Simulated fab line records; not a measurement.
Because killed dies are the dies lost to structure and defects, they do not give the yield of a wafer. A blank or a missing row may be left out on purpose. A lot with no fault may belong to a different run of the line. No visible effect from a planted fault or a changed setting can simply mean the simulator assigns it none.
fab line records || flow sky130 || part 2 of 2: steps 32 to 42 of 42
record {"lots": 5, "wafers": 15, "last-day": 50}
route steps=708 shown PWDE@84 VT_ADJUST_HVTP@85 VT_ADJUST_LVTN@97 VT_ADJUST_NCORE@119
lots untouched by any fault: they come from a run of this same line in which no faults occurred
start-h: start of the lot's first displayed wafer, in hours after the record's first day || wait-h: hours since the lot's step before || " as in the row above || L1.1+2: several wafers, shown together as one row || - value missing, or start not given || * or withheld: withheld || < > ~ a bound
route shown NAME@n: a module of which the file shows steps, and the number in the route of the first || usual: mean/standard deviation taken from wafers without a fault || same: alike in all rows || chamber/n: place in a boat || sites: the reading at each site || _std_site: the standard deviation of these || _edge_site: outer sites' mean less inner sites' || radius-mm: how far each site lies from the wafer's centre || mask NAME#n: copy n || behind: tool/chamber where the wafer was last shaped || hold: why the lot went on hold/how many hours it stayed there/how the hold came to an end || device: which transistor (n, p or np) failed to switch || end of line: the tests these same wafers got at the end of their route || a step without rows: its recipe alone || killed: count of dies lost to structure and defects at first sort (not the wafer's yield) || map: a wafer's dies, x killed, . not, _ none there
set.NAME: the setting as run; set.NAME@STEP: as run at that earlier step || model.NAME: the simulator's own value behind a step, which no gauge read
lots seen at some steps along the route; tables by step, rows by wafer
services: from which hour (start-h, from the record's first day; less than 0 if before it) a tool's chamber was out of use, for how many hours, and why
## steps
# step SKY_VT_ADJUST_LVTN_OVL_MEAS_18
# usual {"VT_ADJUST_LVTN_01_OVL": "-0.1/1.4"}
{"lot.wafer": "L077.2", "tool": "overlay-01", "chamber": "-", "start-h": 180.30, "wait-h": 0.1, "VT_ADJUST_LVTN_01_OVL[nm]": -1.8}
{"lot.wafer": "L077.3", "tool": "overlay-01", "chamber": "-", "start-h": 180.30, "wait-h": 0.1, "VT_ADJUST_LVTN_01_OVL[nm]": -1.2}
{"lot.wafer": "L077.5", "tool": "overlay-01", "chamber": "-", "start-h": 180.30, "wait-h": 0.1, "VT_ADJUST_LVTN_01_OVL[nm]": -1.5}
{"lot.wafer": "L087.4", "tool": "overlay-01", "chamber": "-", "start-h": 248.11, "wait-h": 0.1, "VT_ADJUST_LVTN_01_OVL[nm]": -1.5}
{"lot.wafer": "L087.5", "tool": "overlay-01", "chamber": "-", "start-h": 248.11, "wait-h": 0.1, "VT_ADJUST_LVTN_01_OVL[nm]": -1.8}
{"lot.wafer": "L087.6", "tool": "overlay-01", "chamber": "-", "start-h": 248.11, "wait-h": 0.1, "VT_ADJUST_LVTN_01_OVL[nm]": -1.7}
{"lot.wafer": "L094.2", "tool": "overlay-02", "chamber": "-", "start-h": 294.14, "wait-h": 0.1, "VT_ADJUST_LVTN_01_OVL[nm]": -2.6}
{"lot.wafer": "L094.4", "tool": "overlay-02", "chamber": "-", "start-h": 294.14, "wait-h": 0.1, "VT_ADJUST_LVTN_01_OVL[nm]": -2.3}
{"lot.wafer": "L094.5", "tool": "overlay-02", "chamber": "-", "start-h": 294.14, "wait-h": 0.1, "VT_ADJUST_LVTN_01_OVL[nm]": -1.9}
{"lot.wafer": "L096.1", "tool": "overlay-01", "chamber": "-", "start-h": 314.14, "wait-h": 0.1, "VT_ADJUST_LVTN_01_OVL[nm]": 1.3}
{"lot.wafer": "L096.3", "tool": "overlay-01", "chamber": "-", "start-h": 314.14, "wait-h": 0.1, "VT_ADJUST_LVTN_01_OVL[nm]": 0.4}
{"lot.wafer": "L096.4", "tool": "overlay-01", "chamber": "-", "start-h": 314.14, "wait-h": 0.1, "VT_ADJUST_LVTN_01_OVL[nm]": 0.0}
{"lot.wafer": "L097.1", "tool": "overlay-01", "chamber": "-", "start-h": 318.76, "wait-h": 0.1, "VT_ADJUST_LVTN_01_OVL[nm]": 1.6}
{"lot.wafer": "L097.2", "tool": "overlay-01", "chamber": "-", "start-h": 318.76, "wait-h": 0.1, "VT_ADJUST_LVTN_01_OVL[nm]": 1.6}
{"lot.wafer": "L097.6", "tool": "overlay-01", "chamber": "-", "start-h": 318.76, "wait-h": 0.1, "VT_ADJUST_LVTN_01_OVL[nm]": 1.7}
# step SKY_VT_ADJUST_LVTN_IMPLANT_19
# recipe {"species": "B", "energy-kev": 30, "dose-cm2": 6.5e+11, "tilt-deg": "withheld"}
# usual {"beam-energy-keV": "30.001/0.0096", "beam-on-s": "10.00/0.2"}
# same {"implant-ion-amu": 11}
{"lot.wafer": "L077.2", "tool": "implanter-02", "chamber": 0, "start-h": 180.35, "wait-h": 0.0, "beam-energy-keV": 30.001, "beam-on-s": 10.05}
{"lot.wafer": "L077.3", "tool": "implanter-02", "chamber": 0, "start-h": 180.35, "wait-h": 0.0, "beam-energy-keV": 29.981, "beam-on-s": 10.02}
{"lot.wafer": "L077.5", "tool": "implanter-02", "chamber": 0, "start-h": 180.35, "wait-h": 0.0, "beam-energy-keV": 30.003, "beam-on-s": 9.90}
{"lot.wafer": "L087.4", "tool": "implanter-04", "chamber": 0, "start-h": 248.20, "wait-h": 0.1, "beam-energy-keV": 30.011, "beam-on-s": 10.03}
{"lot.wafer": "L087.5", "tool": "implanter-04", "chamber": 0, "start-h": 248.20, "wait-h": 0.1, "beam-energy-keV": 29.988, "beam-on-s": 10.33}
{"lot.wafer": "L087.6", "tool": "implanter-04", "chamber": 0, "start-h": 248.20, "wait-h": 0.1, "beam-energy-keV": 30.000, "beam-on-s": 10.11}
{"lot.wafer": "L094.2", "tool": "implanter-03", "chamber": 0, "start-h": 294.20, "wait-h": 0.0, "beam-energy-keV": 30.003, "beam-on-s": 10.23}
{"lot.wafer": "L094.4", "tool": "implanter-03", "chamber": 0, "start-h": 294.20, "wait-h": 0.0, "beam-energy-keV": 29.991, "beam-on-s": 9.92}
{"lot.wafer": "L094.5", "tool": "implanter-03", "chamber": 0, "start-h": 294.20, "wait-h": 0.0, "beam-energy-keV": 29.995, "beam-on-s": 10.07}
{"lot.wafer": "L096.1", "tool": "implanter-02", "chamber": 0, "start-h": 314.17, "wait-h": 0.0, "beam-energy-keV": 30.001, "beam-on-s": 10.15}
{"lot.wafer": "L096.3", "tool": "implanter-02", "chamber": 0, "start-h": 314.17, "wait-h": 0.0, "beam-energy-keV": 29.989, "beam-on-s": 9.96}
{"lot.wafer": "L096.4", "tool": "implanter-02", "chamber": 0, "start-h": 314.17, "wait-h": 0.0, "beam-energy-keV": 29.989, "beam-on-s": 10.42}
{"lot.wafer": "L097.1", "tool": "implanter-03", "chamber": 0, "start-h": 318.80, "wait-h": 0.0, "beam-energy-keV": 30.011, "beam-on-s": 10.16}
{"lot.wafer": "L097.2", "tool": "implanter-03", "chamber": 0, "start-h": 318.80, "wait-h": 0.0, "beam-energy-keV": 30.007, "beam-on-s": 10.28}
{"lot.wafer": "L097.6", "tool": "implanter-03", "chamber": 0, "start-h": 318.80, "wait-h": 0.0, "beam-energy-keV": 29.991, "beam-on-s": 9.89}
# step SKY_VT_ADJUST_LVTN_STRIP_20
# recipe {"chemistry": "O2/N2", "power-w": 1400, "pressure-mtorr": 1500, "platen-temp-c": "withheld", "o2-flow-sccm": 3000, "n2-flow-sccm": 300, "overash-fraction": 0.5}
# usual {"drypump-motor-current-A": "5.36/0.17", "oes-product-au": "0.716/0.0042", "strip-time-to-endpoint-s": "14.18/0.039"}
{"lot.wafer": "L077.2", "tool": "plasma-asher-02", "chamber": 0, "start-h": 180.48, "wait-h": 0.1, "drypump-motor-current-A": 5.31, "oes-product-au": 0.717, "rf-hours-counter-h": 49, "strip-time-to-endpoint-s": 14.14}
{"lot.wafer": "L077.3", "tool": "plasma-asher-02", "chamber": 0, "start-h": 180.48, "wait-h": 0.1, "drypump-motor-current-A": 5.30, "oes-product-au": 0.710, "rf-hours-counter-h": "-", "strip-time-to-endpoint-s": 14.16}
{"lot.wafer": "L077.5", "tool": "plasma-asher-02", "chamber": 1, "start-h": 180.48, "wait-h": 0.1, "drypump-motor-current-A": 5.36, "oes-product-au": 0.711, "rf-hours-counter-h": "-", "strip-time-to-endpoint-s": 14.16}
{"lot.wafer": "L087.4", "tool": "plasma-asher-02", "chamber": 1, "start-h": 248.31, "wait-h": 0.1, "drypump-motor-current-A": 5.36, "oes-product-au": 0.712, "rf-hours-counter-h": "-", "strip-time-to-endpoint-s": 14.17}
{"lot.wafer": "L087.5", "tool": "plasma-asher-02", "chamber": 0, "start-h": 248.31, "wait-h": 0.1, "drypump-motor-current-A": 5.32, "oes-product-au": 0.720, "rf-hours-counter-h": "-", "strip-time-to-endpoint-s": 14.21}
{"lot.wafer": "L087.6", "tool": "plasma-asher-02", "chamber": 1, "start-h": 248.31, "wait-h": 0.1, "drypump-motor-current-A": 5.38, "oes-product-au": 0.715, "rf-hours-counter-h": "-", "strip-time-to-endpoint-s": 14.25}
{"lot.wafer": "L094.2", "tool": "plasma-asher-02", "chamber": 0, "start-h": 294.32, "wait-h": 0.1, "drypump-motor-current-A": 5.29, "oes-product-au": 0.711, "rf-hours-counter-h": 60, "strip-time-to-endpoint-s": 14.17}
{"lot.wafer": "L094.4", "tool": "plasma-asher-02", "chamber": 1, "start-h": 294.32, "wait-h": 0.1, "drypump-motor-current-A": 5.37, "oes-product-au": 0.715, "rf-hours-counter-h": "-", "strip-time-to-endpoint-s": 14.19}
{"lot.wafer": "L094.5", "tool": "plasma-asher-02", "chamber": 0, "start-h": 294.32, "wait-h": 0.1, "drypump-motor-current-A": 5.29, "oes-product-au": 0.715, "rf-hours-counter-h": "-", "strip-time-to-endpoint-s": 14.20}
{"lot.wafer": "L096.1", "tool": "plasma-asher-02", "chamber": 1, "start-h": 314.32, "wait-h": 0.1, "drypump-motor-current-A": 5.36, "oes-product-au": 0.704, "rf-hours-counter-h": 62, "strip-time-to-endpoint-s": 14.15}
{"lot.wafer": "L096.3", "tool": "plasma-asher-02", "chamber": 0, "start-h": 314.32, "wait-h": 0.1, "drypump-motor-current-A": 5.31, "oes-product-au": 0.725, "rf-hours-counter-h": "-", "strip-time-to-endpoint-s": 14.13}
{"lot.wafer": "L096.4", "tool": "plasma-asher-02", "chamber": 1, "start-h": 314.32, "wait-h": 0.1, "drypump-motor-current-A": 5.35, "oes-product-au": 0.712, "rf-hours-counter-h": "-", "strip-time-to-endpoint-s": 14.12}
{"lot.wafer": "L097.1", "tool": "plasma-asher-03", "chamber": 1, "start-h": 318.95, "wait-h": 0.1, "drypump-motor-current-A": 5.57, "oes-product-au": 0.722, "rf-hours-counter-h": 65, "strip-time-to-endpoint-s": 14.15}
{"lot.wafer": "L097.2", "tool": "plasma-asher-03", "chamber": 0, "start-h": 318.95, "wait-h": 0.1, "drypump-motor-current-A": 5.35, "oes-product-au": 0.718, "rf-hours-counter-h": 65, "strip-time-to-endpoint-s": 14.16}
{"lot.wafer": "L097.6", "tool": "plasma-asher-03", "chamber": 0, "start-h": 318.95, "wait-h": 0.1, "drypump-motor-current-A": 5.36, "oes-product-au": 0.717, "rf-hours-counter-h": "-", "strip-time-to-endpoint-s": 14.16}
# step SKY_VT_ADJUST_LVTN_TW_MEAS_21
# usual {"VT_ADJUST_LVTN_2_TW": "187.0/0.99"}
{"lot.wafer": "L077.2", "tool": "film-metro-02", "chamber": "-", "start-h": 180.59, "wait-h": 0.1, "VT_ADJUST_LVTN_2_TW": 187.1}
{"lot.wafer": "L077.3", "tool": "film-metro-02", "chamber": "-", "start-h": 180.59, "wait-h": 0.1, "VT_ADJUST_LVTN_2_TW": 186.1}
{"lot.wafer": "L077.5", "tool": "film-metro-02", "chamber": "-", "start-h": 180.59, "wait-h": 0.1, "VT_ADJUST_LVTN_2_TW": 186.0}
{"lot.wafer": "L087.4", "tool": "film-metro-01", "chamber": "-", "start-h": 248.41, "wait-h": 0.1, "VT_ADJUST_LVTN_2_TW": 186.1}
{"lot.wafer": "L087.5", "tool": "film-metro-01", "chamber": "-", "start-h": 248.41, "wait-h": 0.1, "VT_ADJUST_LVTN_2_TW": 186.5}
{"lot.wafer": "L087.6", "tool": "film-metro-01", "chamber": "-", "start-h": 248.41, "wait-h": 0.1, "VT_ADJUST_LVTN_2_TW": 185.4}
{"lot.wafer": "L094.2", "tool": "film-metro-03", "chamber": "-", "start-h": 294.43, "wait-h": 0.1, "VT_ADJUST_LVTN_2_TW": 187.7}
{"lot.wafer": "L094.4", "tool": "film-metro-03", "chamber": "-", "start-h": 294.43, "wait-h": 0.1, "VT_ADJUST_LVTN_2_TW": 188.2}
{"lot.wafer": "L094.5", "tool": "film-metro-03", "chamber": "-", "start-h": 294.43, "wait-h": 0.1, "VT_ADJUST_LVTN_2_TW": 188.9}
{"lot.wafer": "L096.1", "tool": "film-metro-01", "chamber": "-", "start-h": 314.42, "wait-h": 0.1, "VT_ADJUST_LVTN_2_TW": 188.7}
{"lot.wafer": "L096.3", "tool": "film-metro-01", "chamber": "-", "start-h": 314.42, "wait-h": 0.1, "VT_ADJUST_LVTN_2_TW": 188.8}
{"lot.wafer": "L096.4", "tool": "film-metro-01", "chamber": "-", "start-h": 314.42, "wait-h": 0.1, "VT_ADJUST_LVTN_2_TW": 187.9}
{"lot.wafer": "L097.1", "tool": "film-metro-03", "chamber": "-", "start-h": 319.05, "wait-h": 0.1, "VT_ADJUST_LVTN_2_TW": 188.2}
{"lot.wafer": "L097.2", "tool": "film-metro-03", "chamber": "-", "start-h": 319.05, "wait-h": 0.1, "VT_ADJUST_LVTN_2_TW": 186.8}
{"lot.wafer": "L097.6", "tool": "film-metro-03", "chamber": "-", "start-h": 319.05, "wait-h": 0.1, "VT_ADJUST_LVTN_2_TW": 187.5}
# step SKY_VT_ADJUST_NCORE_DEHYDRATE_00
# recipe {"temp-c": 200, "time-s": 60}
# same {"time-s": 60}
{"lot.wafer": "L077.2+3+5", "tool": "litho-track-02", "chamber": 0, "start-h": 189.81, "wait-h": 9.2}
{"lot.wafer": "L087.4+5+6", "tool": "litho-track-04", "chamber": 0, "start-h": 259.75, "wait-h": 11.3}
{"lot.wafer": "L094.2+4+5", "tool": "litho-track-02", "chamber": 0, "start-h": 306.91, "wait-h": 12.5}
{"lot.wafer": "L096.1+3+4", "tool": "litho-track-02", "chamber": 0, "start-h": 326.94, "wait-h": 12.5}
{"lot.wafer": "L097.1+2+6", "tool": "litho-track-01", "chamber": 0, "start-h": 331.83, "wait-h": 12.8}
# step SKY_VT_ADJUST_NCORE_HMDS_01
# recipe {"prime-time-s": 60, "prime-temp-c": 120}
{"lot.wafer": "L077.2+3+5", "tool": "litho-track-02", "chamber": 0, "start-h": 189.96, "wait-h": 0.1}
{"lot.wafer": "L087.4+5+6", "tool": "litho-track-04", "chamber": 0, "start-h": 259.90, "wait-h": 0.1}
{"lot.wafer": "L094.2+4+5", "tool": "litho-track-02", "chamber": 0, "start-h": 307.06, "wait-h": 0.1}
{"lot.wafer": "L096.1+3+4", "tool": "litho-track-02", "chamber": 0, "start-h": 327.09, "wait-h": 0.1}
{"lot.wafer": "L097.1+2+6", "tool": "litho-track-01", "chamber": 0, "start-h": 331.98, "wait-h": 0.1}
# step SKY_VT_ADJUST_NCORE_COAT_02
# recipe {"resist": "NOVOLAK", "spin-rpm": 3000, "resist-thk-nm": 1140}
{"lot.wafer": "L077.2+3+5", "tool": "litho-track-02", "chamber": 0, "start-h": 190.11, "wait-h": 0.1}
{"lot.wafer": "L087.4+5+6", "tool": "litho-track-04", "chamber": 0, "start-h": 260.05, "wait-h": 0.1}
{"lot.wafer": "L094.2+4+5", "tool": "litho-track-02", "chamber": 0, "start-h": 307.21, "wait-h": 0.1}
{"lot.wafer": "L096.1+3+4", "tool": "litho-track-02", "chamber": 0, "start-h": 327.24, "wait-h": 0.1}
{"lot.wafer": "L097.1+2+6", "tool": "litho-track-01", "chamber": 0, "start-h": 332.13, "wait-h": 0.1}
# step SKY_VT_ADJUST_NCORE_SOFTBAKE_03
# recipe {"temp-c": 90, "time-s": 60, "resist": "NOVOLAK"}
# same {"time-s": 60}
{"lot.wafer": "L077.2+3+5", "tool": "litho-track-02", "chamber": 0, "start-h": 190.26, "wait-h": 0.1}
{"lot.wafer": "L087.4+5+6", "tool": "litho-track-04", "chamber": 0, "start-h": 260.20, "wait-h": 0.1}
{"lot.wafer": "L094.2+4+5", "tool": "litho-track-02", "chamber": 0, "start-h": 307.36, "wait-h": 0.1}
{"lot.wafer": "L096.1+3+4", "tool": "litho-track-02", "chamber": 0, "start-h": 327.39, "wait-h": 0.1}
{"lot.wafer": "L097.1+2+6", "tool": "litho-track-01", "chamber": 0, "start-h": 332.28, "wait-h": 0.1}
# step SKY_VT_ADJUST_NCORE_EXPOSE_04
# recipe {"mask-id": "LVTN_COMPLEMENT_THIN", "na": 0.6, "source-shape": "conventional", "sigma-outer": 0.6, "polarization": "unpolarized", "target-cd-nm": 380, "dose-mj": 139}
# usual {"exposure-dose-mJ-cm2": "138.99/0.13"}
{"lot.wafer": "L077.2", "tool": "iline-stepper-02", "chamber": 0, "start-h": "-", "wait-h": "-", "mask": "LVTN_COMPLEMENT_THIN#0", "exposure-dose-mJ-cm2": 139.03}
{"lot.wafer": "L077.3", "tool": "iline-stepper-02", "chamber": 0, "start-h": "-", "wait-h": "-", "mask": "LVTN_COMPLEMENT_THIN#0", "exposure-dose-mJ-cm2": 138.93}
{"lot.wafer": "L077.5", "tool": "iline-stepper-02", "chamber": 0, "start-h": "-", "wait-h": "-", "mask": "LVTN_COMPLEMENT_THIN#0", "exposure-dose-mJ-cm2": 139.11}
{"lot.wafer": "L087.4", "tool": "iline-stepper-01", "chamber": 0, "start-h": "-", "wait-h": "-", "mask": "LVTN_COMPLEMENT_THIN#0", "exposure-dose-mJ-cm2": 138.94}
{"lot.wafer": "L087.5", "tool": "iline-stepper-01", "chamber": 0, "start-h": "-", "wait-h": "-", "mask": "LVTN_COMPLEMENT_THIN#0", "exposure-dose-mJ-cm2": 138.89}
{"lot.wafer": "L087.6", "tool": "iline-stepper-01", "chamber": 0, "start-h": "-", "wait-h": "-", "mask": "LVTN_COMPLEMENT_THIN#0", "exposure-dose-mJ-cm2": 139.15}
{"lot.wafer": "L094.2", "tool": "iline-stepper-02", "chamber": 0, "start-h": "-", "wait-h": "-", "mask": "LVTN_COMPLEMENT_THIN#0", "exposure-dose-mJ-cm2": 139.00}
{"lot.wafer": "L094.4", "tool": "iline-stepper-02", "chamber": 0, "start-h": "-", "wait-h": "-", "mask": "LVTN_COMPLEMENT_THIN#0", "exposure-dose-mJ-cm2": 138.94}
{"lot.wafer": "L094.5", "tool": "iline-stepper-02", "chamber": 0, "start-h": "-", "wait-h": "-", "mask": "LVTN_COMPLEMENT_THIN#0", "exposure-dose-mJ-cm2": 139.07}
{"lot.wafer": "L096.1", "tool": "iline-stepper-01", "chamber": 0, "start-h": "-", "wait-h": "-", "mask": "LVTN_COMPLEMENT_THIN#0", "exposure-dose-mJ-cm2": 139.00}
{"lot.wafer": "L096.3", "tool": "iline-stepper-01", "chamber": 0, "start-h": "-", "wait-h": "-", "mask": "LVTN_COMPLEMENT_THIN#0", "exposure-dose-mJ-cm2": 138.81}
{"lot.wafer": "L096.4", "tool": "iline-stepper-01", "chamber": 0, "start-h": "-", "wait-h": "-", "mask": "LVTN_COMPLEMENT_THIN#0", "exposure-dose-mJ-cm2": 138.98}
{"lot.wafer": "L097.1", "tool": "iline-stepper-01", "chamber": 0, "start-h": "-", "wait-h": "-", "mask": "LVTN_COMPLEMENT_THIN#0", "exposure-dose-mJ-cm2": 139.02}
{"lot.wafer": "L097.2", "tool": "iline-stepper-01", "chamber": 0, "start-h": "-", "wait-h": "-", "mask": "LVTN_COMPLEMENT_THIN#0", "exposure-dose-mJ-cm2": 139.02}
{"lot.wafer": "L097.6", "tool": "iline-stepper-01", "chamber": 0, "start-h": "-", "wait-h": "-", "mask": "LVTN_COMPLEMENT_THIN#0", "exposure-dose-mJ-cm2": 139.05}
# step SKY_VT_ADJUST_NCORE_PEB_05
# recipe {"temp-c": "withheld", "time-s": "*", "resist": "NOVOLAK"}
# same {"time-s": "*"}
{"lot.wafer": "L077.2+3+5", "tool": "litho-track-04", "chamber": 0, "start-h": "-", "wait-h": "-"}
{"lot.wafer": "L087.4+5+6", "tool": "litho-track-01", "chamber": 0, "start-h": "-", "wait-h": "-"}
{"lot.wafer": "L094.2+4+5", "tool": "litho-track-04", "chamber": 0, "start-h": "-", "wait-h": "-"}
{"lot.wafer": "L096.1+3+4", "tool": "litho-track-02", "chamber": 0, "start-h": "-", "wait-h": "-"}
{"lot.wafer": "L097.1+2+6", "tool": "litho-track-01", "chamber": 0, "start-h": "-", "wait-h": "-"}
# step SKY_VT_ADJUST_NCORE_DEVELOP_06
# recipe {"resist": "NOVOLAK", "developer": "TMAH", "develop-time-s": 60, "dev-temp-c": 23}
{"lot.wafer": "L077.2+3+5", "tool": "litho-track-04", "chamber": 0, "start-h": 200.55, "wait-h": 0.1}
{"lot.wafer": "L087.4+5+6", "tool": "litho-track-01", "chamber": 0, "start-h": 272.06, "wait-h": 0.1}
{"lot.wafer": "L094.2+4+5", "tool": "litho-track-04", "chamber": 0, "start-h": 320.80, "wait-h": 0.1}
{"lot.wafer": "L096.1+3+4", "tool": "litho-track-02", "chamber": 0, "start-h": 340.69, "wait-h": 0.1}
{"lot.wafer": "L097.1+2+6", "tool": "litho-track-01", "chamber": 0, "start-h": 345.83, "wait-h": 0.1}
## services
{"tool": "plasma-asher-02", "chamber": "-", "start-h": 106.92, "hours": 14.6, "kind": "pm"}
{"tool": "plasma-asher-01", "chamber": "-", "start-h": 108.75, "hours": 9.0, "kind": "pm"}
{"tool": "plasma-asher-01", "chamber": 0, "start-h": 108.75, "hours": 9.0, "kind": "vent-cycle"}
{"tool": "plasma-asher-01", "chamber": 1, "start-h": 108.75, "hours": 9.0, "kind": "vent-cycle"}
{"tool": "plasma-asher-01", "chamber": 0, "start-h": 117.75, "hours": "-", "kind": "clean"}
{"tool": "iline-stepper-02", "chamber": "-", "start-h": 120.98, "hours": 1.9, "kind": "repair"}
{"tool": "implanter-02", "chamber": "-", "start-h": 127.73, "hours": 17.0, "kind": "repair"}
{"tool": "iline-stepper-01", "chamber": "-", "start-h": 142.28, "hours": 0.9, "kind": "repair"}
{"tool": "implanter-02", "chamber": "-", "start-h": 156.23, "hours": 2.4, "kind": "pm"}
{"tool": "plasma-asher-01", "chamber": "-", "start-h": 196.23, "hours": 1.2, "kind": "repair"}
{"tool": "iline-stepper-01", "chamber": "-", "start-h": 210.84, "hours": 1.7, "kind": "pm"}
{"tool": "implanter-03", "chamber": "-", "start-h": 222.53, "hours": 6.0, "kind": "repair"}
{"tool": "implanter-03", "chamber": "-", "start-h": 232.35, "hours": 1.5, "kind": "repair"}
{"tool": "plasma-asher-01", "chamber": "-", "start-h": 240.27, "hours": 1.3, "kind": "repair"}
{"tool": "iline-stepper-02", "chamber": "-", "start-h": 264.45, "hours": 1.7, "kind": "pm"}
{"tool": "implanter-03", "chamber": "-", "start-h": 269.93, "hours": 1.1, "kind": "repair"}
{"tool": "implanter-04", "chamber": "-", "start-h": 270.46, "hours": 1.1, "kind": "repair"}
{"tool": "plasma-asher-04", "chamber": "-", "start-h": 277.38, "hours": 2.3, "kind": "repair"}
{"tool": "implanter-04", "chamber": "-", "start-h": 282.34, "hours": 3.4, "kind": "pm"}
{"tool": "implanter-02", "chamber": "-", "start-h": 293.28, "hours": 1.9, "kind": "repair"}
{"tool": "plasma-asher-01", "chamber": "-", "start-h": 317.86, "hours": 0.7, "kind": "repair"}
{"tool": "plasma-asher-04", "chamber": "-", "start-h": 319.39, "hours": 3.2, "kind": "repair"}
{"tool": "iline-stepper-02", "chamber": "-", "start-h": 335.47, "hours": 2.5, "kind": "repair"}
{"tool": "implanter-03", "chamber": "-", "start-h": 337.96, "hours": 2.5, "kind": "repair"}
